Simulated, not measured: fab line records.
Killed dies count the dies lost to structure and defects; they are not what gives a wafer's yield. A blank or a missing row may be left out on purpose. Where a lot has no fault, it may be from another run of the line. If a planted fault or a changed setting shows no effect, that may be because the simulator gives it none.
fab line records -- flow sfqLine
record: lots: 15, wafers: 45, lastDay: 89
route steps=325 shown I4@164 JJ@179 A5B@211 R5@222
lots with no fault: from the same line, run without faults
startH: the number of hours between the record's first day and the start of the first shown wafer of the lot -- waitH: hours from the lot's prior step to this one -- " as in the row above -- L1.1+2: a single row standing in for several wafers -- - value missing, or start not given -- * or withheld: withheld -- < > ~ a bound
route shown NAME@n: names a module that has steps shown in the file, with the first one's number in the route -- usual: average and standard deviation across the fault-free wafers -- same: alike in all rows -- chamber/n: place in a boat -- sites: readings site by site -- _std_site: how widely they spread, as a standard deviation -- _edge_site: the outer-site mean with the inner-site mean subtracted -- radiusMm: for every site, how far away it sits from the centre of the wafer -- mask NAME#n: copy n -- behind: the last tool/chamber to shape the wafer -- hold: the reason the lot was held/the length of the hold in hours/how it ended -- device: names the non-switching transistor (n, p or np) -- end of line: the route-end tests of the same wafers -- a step given without rows: its recipe and nothing more -- killed: dies that structure and defects cost at the first sort, which is not the same as the wafer's yield -- map: per-die view of a wafer (x killed, . not killed, _ where there is no die)
set.NAME: the setting the step ran with; set.NAME@STEP: the setting that earlier step ran with -- model.NAME: the simulator's own value behind a step, which no gauge read
a sample of lots followed through the steps of the route, with each step as a table and each wafer as a row
services: when a tool's chamber went out of use (startH, in hours from the record's first day, below 0 if earlier), for how many hours, and the reason
== steps ==
step: SFQ_TRILAYER_I4_CMP_CMP_100
recipe: material: SiO2, downForcePsi: 3, platenRpm: 60, padVelocityMS: 0.94248
usual: motorCurrentA: 9.8/0.93, timeToEndpointS: 216/9.6
lot.wafer,tool,chamber,startH,waitH,motorCurrentA,timeToEndpointS
L105.4,cmp-01,0,1174.27,28.9,8.6,226
L105.3,cmp-01,2,1175.27,29.9,10.3,211
L105.1,cmp-01,3,1175.27,29.9,10.8,213
L106.1,cmp-02,2,1175.18,26.7,10.5,223
L106.4,cmp-02,0,1176.18,27.7,10.4,207
L106.5,cmp-02,2,1177.18,28.7,10.2,228
L107.1,cmp-01,0,1278.99,21.4,8.3,225
L107.6,cmp-01,1,1278.99,21.4,10.4,215
L107.5,cmp-01,2,1278.99,21.4,9.7,205
L108.4,cmp-01,1,1280.49,20.4,10.0,223
L108.2,cmp-01,2,1280.49,20.4,9.6,200
L108.1,cmp-01,0,1281.99,22.0,8.6,228
L109.4,cmp-01,3,1292.99,24.5,10.9,219
L109.3,cmp-01,1,1293.99,25.6,10.3,227
L109.6,cmp-01,3,1294.99,26.5,10.9,228
L112.1,cmp-01,3,1315.40,26.4,10.7,210
L112.3,cmp-01,0,1315.40,26.4,8.1,216
L112.6,cmp-01,2,1316.90,27.9,10.3,207
L113.4,cmp-02,1,1331.86,27.3,8.1,222
L113.3,cmp-02,2,1331.86,27.3,10.9,214
L113.2,cmp-02,3,1331.86,27.3,9.5,218
L114.2,cmp-02,3,1335.36,28.4,9.9,203
L114.6,cmp-02,2,1336.86,29.8,10.5,212
L114.5,cmp-02,3,1336.86,29.8,9.3,219
L115.2,cmp-02,0,1337.86,28.5,10.3,215
L115.4,cmp-02,1,1337.86,28.5,8.2,233
L115.5,cmp-02,0,1339.86,30.5,10.0,214
L116.4,cmp-01,1,1344.90,29.2,10.4,220
L116.3,cmp-01,2,1344.90,29.2,10.1,201
L116.6,cmp-01,1,1346.90,31.2,9.7,230
L117.2,cmp-02,1,1351.30,32.3,8.1,224
L117.6,cmp-02,3,1352.30,33.3,10.0,215
L117.5,cmp-02,0,1352.30,33.3,10.4,212
L124.2,cmp-02,1,1438.54,2.0,7.9,222
L124.6,cmp-02,3,1439.54,3.0,10.1,214
L124.5,cmp-02,0,1439.54,3.0,10.3,207
L125.4,cmp-02,1,1444.84,1.1,8.4,219
L125.1,cmp-02,3,1445.84,2.1,9.4,206
L125.5,cmp-02,0,1445.84,2.1,10.6,203
L126.4,cmp-02,1,1455.74,0.0,8.0,225
L126.2,cmp-02,2,1455.74,0.0,10.4,209
L126.6,cmp-02,1,1457.74,2.0,8.2,217
L127.1,cmp-02,2,1465.64,1.5,10.4,222
L127.6,cmp-02,3,1465.64,1.5,9.1,227
L127.5,cmp-02,0,1465.64,1.5,10.7,223
step: SFQ_TRILAYER_JJ_TRILAYER_DEP_SPUTTER_109
recipe: material: Nb, basePressurePa: 1.33e-06, chamberPressurePa: 0.1333, substrateTempC: 20, targetThkNm: 150, powerW: 2000, timeS: 100
usual: cathodeDcPowerW: 2000.0/0.34, throttleValvePct: 30.6/1.1
lot.wafer,tool,chamber,startH,waitH,cathodeDcPowerW,throttleValvePct
L105.1,pvdSputter-03,-,1290.11,0.0,2000.4,28.8
L105.3,pvdSputter-03,-,1290.11,0.0,2000.6,30.3
L105.4,pvdSputter-03,-,1290.11,0.0,2000.0,30.6
L106.1,pvdSputter-05,-,1291.31,0.0,1999.6,30.3
L106.4,pvdSputter-05,-,1291.31,0.0,2000.1,31.0
L106.5,pvdSputter-05,-,1291.31,0.0,2000.0,30.5
L107.1,pvdSputter-06,-,1395.67,0.0,1999.6,32.6
L107.5,pvdSputter-06,-,1395.67,0.0,2000.1,32.8
L107.6,pvdSputter-06,-,1395.67,0.0,2000.1,29.8
L108.1,pvdSputter-05,-,1399.27,0.0,2000.0,29.9
L108.2,pvdSputter-05,-,1399.27,0.0,2000.1,31.0
L108.4,pvdSputter-05,-,1399.27,0.0,2000.0,29.7
L109.3,pvdSputter-06,-,1407.70,0.0,1999.8,30.7
L109.4,pvdSputter-06,-,1407.70,0.0,1999.9,29.6
L109.6,pvdSputter-06,-,1407.70,0.0,1999.7,29.5
L112.1,pvdSputter-06,-,1418.47,0.0,2000.3,30.5
L112.3,pvdSputter-06,-,1418.47,0.0,1999.7,30.4
L112.6,pvdSputter-06,-,1418.47,0.0,1999.9,32.8
L113.2,pvdSputter-06,-,1432.86,0.0,1999.8,29.4
L113.3,pvdSputter-06,-,1432.86,0.0,2000.3,30.2
L113.4,pvdSputter-06,-,1432.86,0.0,2000.3,32.4
L114.2,pvdSputter-05,-,1435.26,0.0,2000.0,31.3
L114.5,pvdSputter-05,-,1435.26,0.0,1999.7,29.8
L114.6,pvdSputter-05,-,1435.26,0.0,1999.6,30.4
L115.2,pvdSputter-06,-,1438.86,0.0,1999.9,30.8
L115.4,pvdSputter-06,-,1438.86,0.0,2000.2,30.3
L115.5,pvdSputter-06,-,1438.86,0.0,1999.7,32.7
L116.3,pvdSputter-03,-,1444.86,0.0,2000.6,30.4
L116.4,pvdSputter-03,-,1444.86,0.0,1999.8,30.3
L116.6,pvdSputter-03,-,1444.86,0.0,2000.3,32.0
L117.2,pvdSputter-03,-,1450.86,0.0,2000.0,28.9
L117.5,pvdSputter-03,-,1450.86,0.0,2000.0,30.8
L117.6,pvdSputter-03,-,1450.86,0.0,2000.0,28.6
L124.2,pvdSputter-06,-,1565.27,0.0,2000.2,32.8
L124.5,pvdSputter-06,-,1565.27,0.0,1999.8,30.5
L124.6,pvdSputter-06,-,1565.27,0.0,2000.0,30.1
L125.1,pvdSputter-06,-,1572.55,0.0,1999.6,32.7
L125.4,pvdSputter-06,-,1572.55,0.0,1999.8,30.6
L125.5,pvdSputter-06,-,1572.55,0.0,2000.3,30.8
L126.2,pvdSputter-06,-,1582.55,0.0,1999.7,30.6
L126.4,pvdSputter-06,-,1582.55,0.0,2000.1,30.4
L126.6,pvdSputter-06,-,1582.55,0.0,2000.2,30.6
L127.1,pvdSputter-06,-,1586.15,0.0,1999.6,32.9
L127.5,pvdSputter-06,-,1586.15,0.0,1999.5,29.4
L127.6,pvdSputter-06,-,1586.15,0.0,2000.5,30.4
step: SFQ_TRILAYER_A5B_METRO_MEASURE_131
usual: thkNm: 340/6.1
lot.wafer,tool,chamber,startH,waitH,thkNm
L105.1,filmMetro-02,-,1412.04,1.0,335
L105.3,filmMetro-02,-,1412.04,1.0,338
L105.4,filmMetro-02,-,1412.04,1.0,346
L106.1,filmMetro-02,-,1413.83,1.5,329
L106.4,filmMetro-02,-,1413.83,1.5,335
L106.5,filmMetro-02,-,1413.83,1.5,339
L107.1,filmMetro-02,-,1415.04,2.0,331
L107.5,filmMetro-02,-,1415.04,2.0,333
L107.6,filmMetro-02,-,1415.04,2.0,328
L108.1,filmMetro-04,-,1419.23,1.5,333
L108.2,filmMetro-04,-,1419.23,1.5,341
L108.4,filmMetro-04,-,1419.23,1.5,329
L109.3,filmMetro-04,-,1446.54,2.9,331
L109.4,filmMetro-04,-,1446.54,2.9,335
L109.6,filmMetro-04,-,1446.54,2.9,326
L112.1,filmMetro-04,-,1535.54,2.0,338
L112.3,filmMetro-04,-,1535.54,2.0,335
L112.6,filmMetro-04,-,1535.54,2.0,342
L113.2,filmMetro-02,-,1564.58,2.7,348
L113.3,filmMetro-02,-,1564.58,2.7,336
L113.4,filmMetro-02,-,1564.58,2.7,340
L114.2,filmMetro-02,-,1568.11,2.2,347
L114.5,filmMetro-02,-,1568.11,2.2,340
L114.6,filmMetro-02,-,1568.11,2.2,343
L115.2,filmMetro-04,-,1573.58,2.7,343
L115.4,filmMetro-04,-,1573.58,2.7,334
L115.5,filmMetro-04,-,1573.58,2.7,341
L116.3,filmMetro-02,-,1578.61,1.4,345
L116.4,filmMetro-02,-,1578.61,1.4,346
L116.6,filmMetro-02,-,1578.61,1.4,341
L117.2,filmMetro-02,-,1663.75,2.7,335
L117.5,filmMetro-02,-,1663.75,2.7,341
L117.6,filmMetro-02,-,1663.75,2.7,336
L124.2,filmMetro-02,-,1741.65,2.2,341
L124.5,filmMetro-02,-,1741.65,2.2,345
L124.6,filmMetro-02,-,1741.65,2.2,342
L125.1,filmMetro-02,-,1750.70,2.5,348
L125.4,filmMetro-02,-,1750.70,2.5,345
L125.5,filmMetro-02,-,1750.70,2.5,344
L126.2,filmMetro-04,-,1775.97,1.2,325
L126.4,filmMetro-04,-,1775.97,1.2,342
L126.6,filmMetro-04,-,1775.97,1.2,341
L127.1,filmMetro-02,-,1786.40,1.0,324
L127.5,filmMetro-02,-,1786.40,1.0,333
L127.6,filmMetro-02,-,1786.40,1.0,339
step: SFQ_TRILAYER_R5_LITHO_DEVELOP_138
recipe: timeS: 60, resist: KrF
usual: chillPlateTempC: 23.01/0.11, exhaustPa: 44.8/0.81
lot.wafer,tool,chamber,startH,waitH,chillPlateTempC,exhaustPa
L105.1,lithoTrack-04,0,1423.32,0.1,22.90,43.4
L105.3,lithoTrack-04,0,1423.32,0.1,22.95,44.4
L105.4,lithoTrack-04,0,1423.32,0.1,23.05,44.9
L106.1,lithoTrack-02,0,1514.65,0.1,23.16,43.4
L106.4,lithoTrack-02,0,1514.65,0.1,23.17,43.6
L106.5,lithoTrack-02,0,1514.65,0.1,22.95,44.0
L107.1,lithoTrack-02,0,1515.97,0.1,22.89,45.5
L107.5,lithoTrack-02,0,1515.97,0.1,23.11,45.4
L107.6,lithoTrack-02,0,1515.97,0.1,23.03,45.2
L108.1,lithoTrack-01,0,1517.20,0.1,22.87,44.6
L108.2,lithoTrack-01,0,1517.20,0.1,23.01,44.3
L108.4,lithoTrack-01,0,1517.20,0.1,22.94,44.6
L109.3,lithoTrack-02,0,1518.42,0.1,23.15,45.4
L109.4,lithoTrack-02,0,1518.42,0.1,23.24,45.8
L109.6,lithoTrack-02,0,1518.42,0.1,23.18,43.7
L112.1,lithoTrack-04,0,1539.12,0.1,23.02,45.7
L112.3,lithoTrack-04,0,1539.12,0.1,23.15,44.2
L112.6,lithoTrack-04,0,1539.12,0.1,23.03,44.8
L113.2,lithoTrack-04,0,1567.98,0.1,23.10,44.9
L113.3,lithoTrack-04,0,1567.98,0.1,23.07,45.0
L113.4,lithoTrack-04,0,1567.98,0.1,23.13,44.0
L114.2,lithoTrack-01,-,1571.55,0.1,-,-
L114.5,lithoTrack-01,-,1571.55,0.1,-,-
L114.6,lithoTrack-01,-,1571.55,0.1,-,-
L115.2,lithoTrack-01,-,1633.78,0.1,-,-
L115.4,lithoTrack-01,-,1633.78,0.1,-,-
L115.5,lithoTrack-01,-,1633.78,0.1,-,-
L116.3,lithoTrack-02,-,1635.00,0.1,-,-
L116.4,lithoTrack-02,-,1635.00,0.1,-,-
L116.6,lithoTrack-02,-,1635.00,0.1,-,-
L117.2,lithoTrack-04,0,1754.52,0.1,22.99,45.7
L117.5,lithoTrack-04,0,1754.52,0.1,22.91,44.9
L117.6,lithoTrack-04,0,1754.52,0.1,22.93,45.7
L124.2,lithoTrack-02,0,1853.22,0.1,22.96,43.7
L124.5,lithoTrack-02,0,1853.22,0.1,22.97,43.5
L124.6,lithoTrack-02,0,1853.22,0.1,22.97,44.4
L125.1,lithoTrack-02,0,1860.40,0.1,23.04,44.6
L125.4,lithoTrack-02,0,1860.40,0.1,23.05,43.8
L125.5,lithoTrack-02,0,1860.40,0.1,22.95,43.7
L126.2,lithoTrack-01,0,1878.55,0.1,23.11,47.1
L126.4,lithoTrack-01,0,1878.55,0.1,22.92,45.6
L126.6,lithoTrack-01,0,1878.55,0.1,23.01,45.9
L127.1,lithoTrack-01,0,1888.25,0.1,22.89,43.6
L127.5,lithoTrack-01,0,1888.25,0.1,22.97,45.1
L127.6,lithoTrack-01,0,1888.25,0.1,23.07,44.1
== services ==
tool,chamber,startH,hours,kind
cmp-02,-,1161.06,5.1,pm
filmMetro-02,-,1164.26,1.6,pm
filmMetro-02,-,1184.78,2.6,repair
filmMetro-02,-,1259.03,0.6,pm
cmp-02,-,1293.29,14.6,pm
filmMetro-02,-,1309.06,0.7,pm
pvdSputter-06,-,1342.30,10.6,repair
filmMetro-02,-,1369.39,0.8,pm
cmp-02,-,1383.34,0.6,repair
pvdSputter-06,-,1400.08,5.7,repair
cmp-02,-,1433.54,4.0,pm
filmMetro-02,-,1504.03,0.6,pm
cmp-02,-,1511.31,1.9,repair
cmp-02,-,1523.01,1.9,repair
cmp-02,-,1524.89,4.7,pm
pvdSputter-06,-,1531.43,1.0,repair
cmp-02,-,1535.54,4.8,pm
filmMetro-02,-,1554.06,0.5,pm
filmMetro-02,-,1614.39,5.8,pm
filmMetro-02,-,1749.03,0.3,pm
filmMetro-02,-,1818.37,2.2,pm
filmMetro-02,-,1838.37,2.6,repair
filmMetro-02,-,1859.39,0.5,pm
filmMetro-02,-,1885.05,4.7,pm
== key ==
firstSign: step: SFQ_TRILAYER_R5_LITHO_DEVELOP_138, reading: toolRecord, direction: missing
effect none on later readings
metAt SFQ_TRILAYER_R5_LITHO_DEVELOP_138
struckLots L114,L115,L116
notActingAt SFQ_TRILAYER_I4_CMP_CMP_100,SFQ_TRILAYER_JJ_TRILAYER_DEP_SPUTTER_109,SFQ_TRILAYER_A5B_METRO_MEASURE_131
onsetBetween 1518.42 1571.55
fault: kind: skippedStepWhole, tool: lithoTrack-01,lithoTrack-02, chamber: -, onsetH: 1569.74, steps: SFQ_TRILAYER_R5_LITHO_DEVELOP_138, scope: struckLotsOnly
